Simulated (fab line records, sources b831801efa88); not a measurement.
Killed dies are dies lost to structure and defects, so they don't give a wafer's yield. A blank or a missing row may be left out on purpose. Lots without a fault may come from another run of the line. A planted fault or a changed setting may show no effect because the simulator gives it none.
Which tool did it? | flow sky130 | 10 lots, 30 wafers sampled, at 4 steps of a route of 708

WHAT THE GAUGES READ, wafer by wafer
SKY_VIA1_BOW_MEAS_03.
lot  | measured     | on            | VIA1_BOW (um)
L816 | day 34 07:03 | film_metro-02 | 84 77 85
L822 | day 35 17:12 | film_metro-01 | 74 71 68
L825 | day 36 09:46 | film_metro-03 | 110 113 109
L826 | day 36 17:12 | film_metro-01 | 102 112 112
L827 | day 37 05:19 | film_metro-02 | 104 102 113
L828 | day 37 13:19 | film_metro-01 | 73 73 65
L832 | day 39 02:22 | film_metro-02 | 69 74 75
L833 | day 39 09:04 | film_metro-03 | 76 73 78
L835 | day 39 12:32 | film_metro-02 | 78 81 84
L837 | day 40 05:13 | film_metro-02 | 73 77 86

WHICH TOOL RAN EACH LOT (tool, then ch and the chambers of the sampled wafers, then the start)
lot  | SKY_METAL1_SPUTTER_01        | SKY_METAL1_METAL_ETCH_19          | SKY_VIA1_CMP_02
L816 | pvd_sputter-03, day 33 02:29 | rie_metal-04 ch 0,1, day 34 05:53 | cmp-01 ch 2,3, day 34 06:47
L822 | pvd_sputter-02, day 34 13:05 | rie_metal-01 ch 0,1, day 35 15:41 | cmp-01 ch 0,1,3, day 35 16:56
L825 | pvd_sputter-03, day 35 05:39 | rie_metal-01 ch 0,1, day 36 08:26 | cmp-01 ch 1,2,3, day 36 09:31
L826 | pvd_sputter-02, day 35 13:53 | rie_metal-01 ch 1, day 36 16:02   | cmp-01 ch 0,1,3, day 36 16:53
L827 | pvd_sputter-02, day 36 01:20 | rie_metal-04 ch 0, day 37 04:04   | cmp-01 ch 0,1,3, day 37 05:07
L828 | pvd_sputter-02, day 36 10:02 | rie_metal-04 ch 0, day 37 12:04   | cmp-01 ch 0,1,3, day 37 13:05
L832 | pvd_sputter-04, day 37 23:11 | rie_metal-01 ch 0,1, day 39 01:10 | cmp-01 ch 0,1, day 39 02:04
L833 | pvd_sputter-02, day 38 06:35 | rie_metal-03 ch 0,1, day 39 07:51 | cmp-01 ch 2,3, day 39 08:44
L835 | pvd_sputter-03, day 38 10:39 | rie_metal-03 ch 0, day 39 11:23   | cmp-01 ch 0,2,3, day 39 12:20
L837 | pvd_sputter-02, day 39 04:06 | rie_metal-01 ch 1, day 40 03:38   | cmp-02 ch 0,1,3, day 40 04:56
- SKY_METAL1_SPUTTER_01: material TiN, target thk 20 nm, time 16.7 s.
- SKY_METAL1_METAL_ETCH_19: etches the open film in Cl2/BCl3, stops on SiO2, target depth 360 nm, time 78 s.
- SKY_VIA1_CMP_02: polishes SiO2.

THE ANSWER, worked out from the rows above alone
Rule: what is usual is taken from the lots themselves. Put in order of their means at a reading, lots are off if they are a third of the lots or fewer, leave a main group of 4 or more, and stand apart from it by a gap of 3 or more times the standard deviation of the main group's means; of several such gaps the widest counts. A main group whose means are all the same, to the digits that the tables above print for the reading, isn't used. A lot without any number at a reading at which 4 lots or more have one is off too. The other lots that the step has rows for count as sound.
Off: L825, L826, L827, at SKY_VIA1_BOW_MEAS_03 (VIA1_BOW). The main group: mean 76 um, standard deviation 4.4.
A tool fits if, at a process step before that reading, it ran every lot that is off, and no sound lot after the first of them. The gauges at SKY_VIA1_BOW_MEAS_03 are tried like those tools. None of those tried fits.

WHAT THE SIMULATOR HAD PUT IN
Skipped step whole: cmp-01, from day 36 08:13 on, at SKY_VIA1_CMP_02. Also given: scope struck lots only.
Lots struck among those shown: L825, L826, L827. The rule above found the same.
